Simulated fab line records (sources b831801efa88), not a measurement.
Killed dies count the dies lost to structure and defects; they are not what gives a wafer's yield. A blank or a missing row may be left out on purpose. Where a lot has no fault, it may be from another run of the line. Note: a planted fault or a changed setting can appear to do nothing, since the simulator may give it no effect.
Which tool is to blame?    flow gf180mcu    Sampling: 11 lots, 33 wafers, 2 of 602 route steps

WHAT THE GAUGES READ, wafer by wafer
GF_STI_THK_MEAS_30.
lot   measured     on             STI_OXIDATION_02_THK (nm)
L227  day 2 09:08  film-metro-03  10.20 10.11 10.07
L228  day 2 12:05  film-metro-01  9.80 9.85 9.81
L229  day 2 16:32  film-metro-01  9.94 9.86 9.87
L230  day 2 21:08  film-metro-02  9.67 9.68 9.65
L231  day 3 02:11  film-metro-03  10.03 10.05 9.92
L232  day 3 07:40  film-metro-01  9.82 9.72 9.82
L233  day 3 13:07  film-metro-02  10.10 10.06 9.96
L234  day 3 17:26  film-metro-03  10.05 10.10 10.23
L239  day 4 20:17  film-metro-02  7.18 7.12 7.12
L240  day 5 00:22  film-metro-02  7.22 7.21 7.13
L247  day 6 15:08  film-metro-02  10.15 10.19 9.99

WHAT TOOL EACH LOT RAN ON (gives the tool, then ch and the chambers of the sampled wafers, and finally the start)
lot   GF_STI_OXIDATION_29
L227  furnace-02 ch 0, day 2 07:43
L228  furnace-02 ch 0, day 2 10:40
L229  furnace-02 ch 0, day 2 15:07
L230  furnace-01 ch 0, day 2 19:43
L231  furnace-02 ch 0, day 3 00:48
L232  furnace-02 ch 0, day 3 06:16
L233  furnace-01 ch 0, day 3 11:43
L234  furnace-02 ch 0, day 3 16:03
L239  furnace-01 ch 0, day 4 18:53
L240  furnace-01 ch 0, day 4 22:58
L247  furnace-02 ch 0, day 6 13:44
- GF_STI_OXIDATION_29: stabilise 600 s, purge 300 s, target thk 10 nm.

THE ANSWER, worked out from the rows above alone
Rule: usual is defined by the lots themselves. The widest of any qualifying gaps counts: lots, ordered by their means at a reading, are off when they make up no more than a third of the lots, leave a main group of 4 or more, and stand apart from it by 3 or more times the standard deviation of that group's means. The tables above print the reading to a certain number of digits; a main group whose means all agree to those digits is not used. A lot without any number at a reading at which 4 lots or more have one is off too. The other lots that the step has rows for count as sound.
Off: L239, L240, at GF_STI_THK_MEAS_30 (STI_OXIDATION_02_THK). Main group: mean 9.95 nm, sd 0.16.
If a tool, at a process step before that reading, ran all the lots that are off and no sound lot after the first of them, it fits. Gauges at GF_STI_THK_MEAS_30: tried the same way as those tools. One candidate fits, namely furnace-01 at GF_STI_OXIDATION_29. Its last sound lot is L233 (day 3 11:43), its first lot that is off L239 (day 4 18:53): a fault that began between those two fits.

WHAT WAS PUT IN BY THE SIMULATOR
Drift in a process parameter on furnace-01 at GF_STI_OXIDATION_29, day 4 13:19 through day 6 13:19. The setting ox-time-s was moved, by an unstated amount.
Shown lots that were struck: L239, L240. Same finding as the rule above.
